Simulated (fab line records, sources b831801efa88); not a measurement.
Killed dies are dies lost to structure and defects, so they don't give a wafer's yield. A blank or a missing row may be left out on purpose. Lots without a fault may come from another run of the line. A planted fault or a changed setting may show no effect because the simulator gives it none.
Which tool did it? | flow gf180mcu | 13 lots, 39 wafers sampled, at 4 steps of a route of 602

WHAT THE GAUGES READ, wafer by wafer
GF_PSD_TW_MEAS_11. Usual: PSD_TW 3157, standard deviation 44.
lot  | measured     | on            | PSD_TW         | flag
L123 | day 15 04:52 | film_metro-04 | 3096 3115 3097 |
L121 | day 15 05:10 | film_metro-03 | 3157 3152 3157 |
L124 | day 15 21:25 | film_metro-04 | 3110 3119 3115 |
L125 | day 16 01:13 | film_metro-03 | 3163 3122 3146 |
L128 | day 16 13:53 | film_metro-03 | 3119 3119 3130 |
L127 | day 16 15:50 | film_metro-02 | 3210 3209 3210 |
L130 | day 17 21:56 | film_metro-04 | 3111 3102 3104 |
L131 | day 17 22:35 | film_metro-03 | 3170 3164 3173 |
L132 | day 18 13:37 | film_metro-04 | 3113 3126 3111 |
L139 | day 21 01:13 | film_metro-04 | 3117 3106 3132 |
L140 | day 21 10:11 | film_metro-02 | 3212 3209 3214 |
L142 | day 21 21:25 | film_metro-03 | 3122 3116 3126 |
L143 | day 22 03:22 | film_metro-04 | 3137 3147 3141 |

GF_PSD_RS_MEAS_15: measures by four-point-probe. Usual: PSD_RS 108.52 ohm/sq, standard deviation 0.25.
lot  | measured     | on            | PSD_RS (ohm/sq)      | flag
L123 | day 15 05:11 | film_metro-02 | 108.18 108.21 108.51 |
L121 | day 15 05:29 | film_metro-03 | 108.53 108.50 108.19 |
L124 | day 15 21:44 | film_metro-02 | 108.59 108.92 108.31 |
L125 | day 16 01:32 | film_metro-02 | 109.11 108.49 108.97 |
L128 | day 16 14:14 | film_metro-02 | 108.98 108.81 108.79 |
L127 | day 16 16:10 | film_metro-02 | 108.39 108.56 108.27 |
L130 | day 17 22:16 | film_metro-04 | 108.54 108.93 108.57 |
L131 | day 17 22:54 | film_metro-02 | 108.16 108.53 108.21 |
L132 | day 18 13:56 | film_metro-03 | 108.53 108.52 108.25 |
L139 | day 21 01:32 | film_metro-02 | 108.62 108.49 108.60 |
L140 | day 21 10:30 | film_metro-04 | 108.45 108.33 108.07 |
L142 | day 21 21:53 | film_metro-03 | 108.19 108.45 108.29 |
L143 | day 22 03:41 | film_metro-02 | 109.07 108.35 108.46 |

GF_CONTACT_THK_MEAS_01. Usual: CONTACT_CVD_00_THK 301 nm, standard deviation 3.9.
lot  | measured     | on            | CONTACT_CVD_00_THK (nm) | flag
L123 | day 16 02:38 | film_metro-04 | 299 296 299             |
L121 | day 16 04:11 | film_metro-04 | 305 302 301             |
L124 | day 16 20:32 | film_metro-01 | 292 295 304             |
L125 | day 17 00:41 | film_metro-04 | 298 308 306             |
L128 | day 17 14:25 | film_metro-01 | 303 301 304             |
L127 | day 17 16:11 | film_metro-02 | 297 296 306             |
L130 | day 18 23:30 | film_metro-04 | 245 235 240             | OFF
L131 | day 18 23:48 | film_metro-02 | 238 234 234             | OFF
L132 | day 19 15:42 | film_metro-01 | 245 236 244             | OFF
L139 | day 22 02:05 | film_metro-04 | 301 293 295             |
L140 | day 22 11:10 | film_metro-01 | 301 300 303             |
L142 | day 22 21:44 | film_metro-01 | 298 302 303             |
L143 | day 23 03:54 | film_metro-02 | 304 302 303             |

WHICH TOOL RAN EACH LOT (tool, then ch and the chambers of the sampled wafers, then the start)
lot  | GF_CONTACT_CVD_00
L123 | hdpcvd-01 ch 0,1, day 16 02:35
L121 | hdpcvd-01 ch 0,1,2, day 16 04:08
L124 | hdpcvd-02 ch 0,2, day 16 20:29
L125 | hdpcvd-02 ch 0,2, day 17 00:38
L128 | hdpcvd-01 ch 1,2, day 17 14:21
L127 | hdpcvd-02 ch 0,1, day 17 16:08
L130 | hdpcvd-01 ch 1,2, day 18 23:27
L131 | hdpcvd-01 ch 0,1, day 18 23:46
L132 | hdpcvd-01 ch 1,2, day 19 15:38
L139 | hdpcvd-02 ch 1,2, day 22 02:03
L140 | hdpcvd-01 ch 0,1, day 22 11:07
L142 | hdpcvd-02 ch 1,2, day 22 21:41
L143 | hdpcvd-01 ch 0,1,2, day 23 03:52
- GF_CONTACT_CVD_00: deposits SiO2, target thk 300 nm, time 50 s.

WHAT THE TOOLS THEMSELVES READ (means of the sampled wafers that have a number; where no wafer has one, the mark that the record gives instead)
GF_CONTACT_CVD_00. Usual: pressure_mtorr 6.002 mTorr, standard deviation 0.012; sih4_flow_sccm 59.99 sccm, standard deviation 0.18.
lot  | tool      | pressure_mtorr (mTorr) | sih4_flow_sccm (sccm) | flag
L123 | hdpcvd-01 | 6.000                  | 60.16                 |
L121 | hdpcvd-01 | 6.007                  | 59.94                 |
L124 | hdpcvd-02 | 6.018                  | 60.07                 |
L125 | hdpcvd-02 | 6.006                  | 59.75                 |
L128 | hdpcvd-01 | 5.991                  | 60.01                 |
L127 | hdpcvd-02 | 5.997                  | 60.03                 |
L130 | hdpcvd-01 | 6.012                  | 48.20                 | OFF
L131 | hdpcvd-01 | 5.997                  | 47.93                 | OFF
L132 | hdpcvd-01 | 6.005                  | 48.03                 | OFF
L139 | hdpcvd-02 | 5.999                  | 60.04                 |
L140 | hdpcvd-01 | 6.006                  | 59.88                 |
L142 | hdpcvd-02 | 6.000                  | 59.70                 |
L143 | hdpcvd-01 | 5.999                  | 60.09                 |

THE ANSWER, worked out from the rows above alone
Rule: a lot is off if the mean of its wafers that have a number lies more than 3 standard deviations from the usual mean. A lot without any number at a reading at which 4 lots or more have one is off too. The other lots that the step has rows for count as sound. The gauges are gone through in route order, then the tools' own readings, and for those a lot's mean is taken as printed above. The first step at which some lot is off is used, and at that step the reading that is off furthest; a lot without a number counts as furthest.
Off: L130, L131, L132, at GF_CONTACT_THK_MEAS_01 (CONTACT_CVD_00_THK).
A tool fits if, at a process step before that reading, it ran every lot that is off, and no sound lot after the first of them. The gauges at GF_CONTACT_THK_MEAS_01 aren't tried: what is off there is off at GF_CONTACT_CVD_00 too, on other tools, and a gauge's error can't cause that. None of those tried fits.

WHAT THE SIMULATOR HAD PUT IN
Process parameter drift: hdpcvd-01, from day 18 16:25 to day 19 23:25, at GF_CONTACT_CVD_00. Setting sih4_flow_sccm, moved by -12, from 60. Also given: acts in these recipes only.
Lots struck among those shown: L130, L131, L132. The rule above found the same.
